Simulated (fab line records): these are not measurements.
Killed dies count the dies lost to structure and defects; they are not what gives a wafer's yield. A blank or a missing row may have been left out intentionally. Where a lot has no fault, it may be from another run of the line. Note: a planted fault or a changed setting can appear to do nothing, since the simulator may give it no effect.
A lot that was struck, set against a sound lot | flow sky130 | 15 steps out of a route of 708
Sound: the wafers L865.2, L865.3, L865.4. Wafers L876.1, L876.4, L876.5 were the ones struck. The cause is given at the end.
Each step with rows lists, per side, the tool, then ch with its chambers, then its first start. Under that, the readings that differ: sound wafers | struck wafers | difference of the means | sigmas: that difference in standard deviations of wafers without a fault.
alike: readings with means less than 2 such deviations apart, plus words and numbers identical on both sides. not compared: withheld readings, readings lacking a value on some wafer, bounds such as >300 that could conceal the same value, and numbers that have no deviation in the record and whose values overlap.
Wherever a step has rows on one side only, a row that says differs or no value, or a row with sigmas, the two part there. Non-overlapping numbers with no deviation appear without sigmas and do not part them. Lack of a reading on every wafer of one side parts them only where that side has two or more wafers.

first, 2 steps without rows for these wafers: SKY_FIELD_ISO_WET_ETCH_21 (etches SiO2 in dHF, target depth 20 nm, time 400 s); SKY_FIELD_ISO_OXIDATION_22 (stabilise 600 s, purge 300 s, target thk 10 nm).
SKY_FIELD_ISO_THK_MEAS_23:
  sound on film metro-01, day 3 16:32; struck on film metro-02, day 5 23:34
  reading                         | sound             | struck         | difference | sigmas
  FIELD_ISO_OXIDATION_01_THK (nm) | 10.11 10.30 10.14 | 9.49 9.59 9.67 | -0.60      | -3
then, 1 step without rows for these wafers: SKY_FIELD_ISO_CVD_24 (deposits SiO2, target thk 595 nm, time 99.2 s).
SKY_FIELD_ISO_THK_MEAS_25:
  sound on film metro-02, day 3 16:40; struck on film metro-04, day 5 23:42
  alike: FIELD_ISO_CVD_24_THK
then, 1 step without rows for these wafers: SKY_FIELD_ISO_ANNEAL_26 (time 1800 s).
SKY_FIELD_ISO_CMP_27: polishes, stops on Si3N4, t overpolish 16 s, target thk 457.8 nm.
  sound on cmp-02 ch 0,1,2, day 3 18:16; struck on cmp-02 ch 0,1,2, day 6 01:22
  reading              | sound                | struck               | difference | sigmas
  overpolish run s (s) | 16.008 16.029 15.993 | 15.984 15.992 15.992 | -0.021     | -2
  alike: motor current A, slurry filter dp kPa, time to endpoint s
then, 5 steps without rows for these wafers: SKY_FIELD_ISO_WET_ETCH_28 (etches SiO2 in dHF, target depth 23.7 nm, time 47 s); SKY_FIELD_ISO_WET_ETCH_29 (etches Si3N4 in H3PO4, target depth 160 nm, time 1825 s); SKY_FIELD_ISO_WET_ETCH_30 (etches SiO2 in dHF, target depth 25 nm, time 50 s); SKY_NWELL_CLEAN_00 (cleans in SC1/SC2, time 150 s); SKY_NWELL_OXIDATION_01 (stabilise 600 s, purge 300 s, target thk 10 nm).
SKY_NWELL_THK_MEAS_02:
  sound on film metro-01, day 3 22:33; struck on film metro-01, day 6 03:34
  alike: NWELL_OXIDATION_THK
then, 1 step without rows for these wafers: SKY_DNWELL_DEHYDRATE_00 (time 60 s).
-- the record jumps here: 44 days lie between the struck wafers' starts before and after (it left off in module DNWELL and takes up again in module PAD_OPEN, whose first step shown is number 708 of the route) --
SKY_PAD_OPEN_PROBE_99:
  sound on prober-02, day 47 19:42; struck on prober-02, day 50 01:05
  alike: killed_at_M0_to_M3, killed_at_M4_up, killed at contacts, killed at front end, killed at other, killed dies, killed open, killed short

WHERE THEY PART
At SKY_FIELD_ISO_THK_MEAS_23 first; at SKY_FIELD_ISO_CMP_27 last (within this record only). Later steps at which nothing parts them and some readings are alike: SKY_NWELL_THK_MEAS_02, SKY_PAD_OPEN_PROBE_99.

WHY: what the simulator had put in
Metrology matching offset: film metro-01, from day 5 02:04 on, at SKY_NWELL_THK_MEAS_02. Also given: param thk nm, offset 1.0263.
